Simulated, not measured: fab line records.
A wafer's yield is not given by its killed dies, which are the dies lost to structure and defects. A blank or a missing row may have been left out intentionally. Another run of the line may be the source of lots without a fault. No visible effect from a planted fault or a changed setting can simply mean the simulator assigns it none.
One fault seen from 2 desks / flow sky130 / only its own numbers are on each desk; what lay behind them is given at the end

TOOL OWNER'S DESK, pvd sputter-01
At SKY_METAL3_SPUTTER_04 (material TiN, target thk 70 nm, time 58.3 s) the tool's own readings: per lot run on this tool, the mean of the sampled wafers that have a number. A lot is out of limits, marked OUT, if its mean lies more than 4 standard deviations from the usual mean; the brackets give that distance.
Columns: A = chamber pressure pa at SKY_METAL3_SPUTTER_04, usual 0.4001 Pa; B = throttle valve pct at SKY_METAL3_SPUTTER_04, usual 30.4 %
lot=L330; first seen here=day 35 23:53; A=0.4002; B=30.0
lot=L331; first seen here=day 36 12:07; A=0.4001; B=30.5
lot=L335; first seen here=day 38 04:58; A=0.4087 (+11) OUT; B=30.2
lot=L347; first seen here=day 41 08:05; A=0.4004; B=30.2
lot=L348; first seen here=day 42 02:02; A=0.4004; B=30.6
lot=L349; first seen here=day 42 06:14; A=0.4004; B=30.1
lot=L351; first seen here=day 42 12:44; A=0.4013; B=30.1
lot=L350; first seen here=day 42 13:58; A=0.4004; B=30.1
lot=L352; first seen here=day 42 17:31; A=0.4003; B=30.5
This desk finds L335 out of limits, L335 being first, at day 38 04:58 (chamber pressure pa at SKY_METAL3_SPUTTER_04). In limits: L330, L331, L347, L348, L349, L351, L350, L352.

FROM THE METROLOGY DESK
Means of the sampled wafers that have a number, per lot and without regard to the tool the lot ran on: this is what the gauges read. A lot is out of limits, marked OUT, if its mean lies more than 4 standard deviations from the usual mean; the brackets give that distance.
Columns: A = VIA1_BOW at SKY_VIA1_BOW_MEAS_03, usual 80 um
lot=L330; first seen here=day 32 11:28; A=81
lot=L331; first seen here=day 32 23:50; A=75
lot=L332; first seen here=day 34 17:14; A=84
lot=L335; first seen here=day 34 17:55; A=87
lot=L343; first seen here=day 37 06:31; A=79
lot=L346; first seen here=day 37 23:55; A=78
lot=L347; first seen here=day 38 00:30; A=75
lot=L348; first seen here=day 38 21:02; A=75
lot=L349; first seen here=day 39 01:28; A=77
lot=L351; first seen here=day 39 08:21; A=77
lot=L350; first seen here=day 39 09:27; A=76
lot=L352; first seen here=day 39 15:01; A=77
Result from this desk: across the 12 lots, nothing is out of limits.

ALL TOGETHER
At day 38 04:58, on L335, the tool owner's desk was in a position to raise an alarm.
Nothing out of limits was seen by the metrology desk.
The metrology desk has L335 on record, within its limits.
SKY_METAL3_SPUTTER_04 was run on pvd sputter-01 by each of the lots named.

WHAT THE SIMULATOR HAD PUT IN
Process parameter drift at SKY_METAL3_SPUTTER_04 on pvd sputter-01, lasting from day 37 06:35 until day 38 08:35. Setting chamber pressure pa, moved by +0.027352, from 0.4. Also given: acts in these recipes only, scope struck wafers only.
Shown lots that were struck: L335.
Each desk's first reading out of limits, in hours after the fault started: the tool owner's desk, 22.
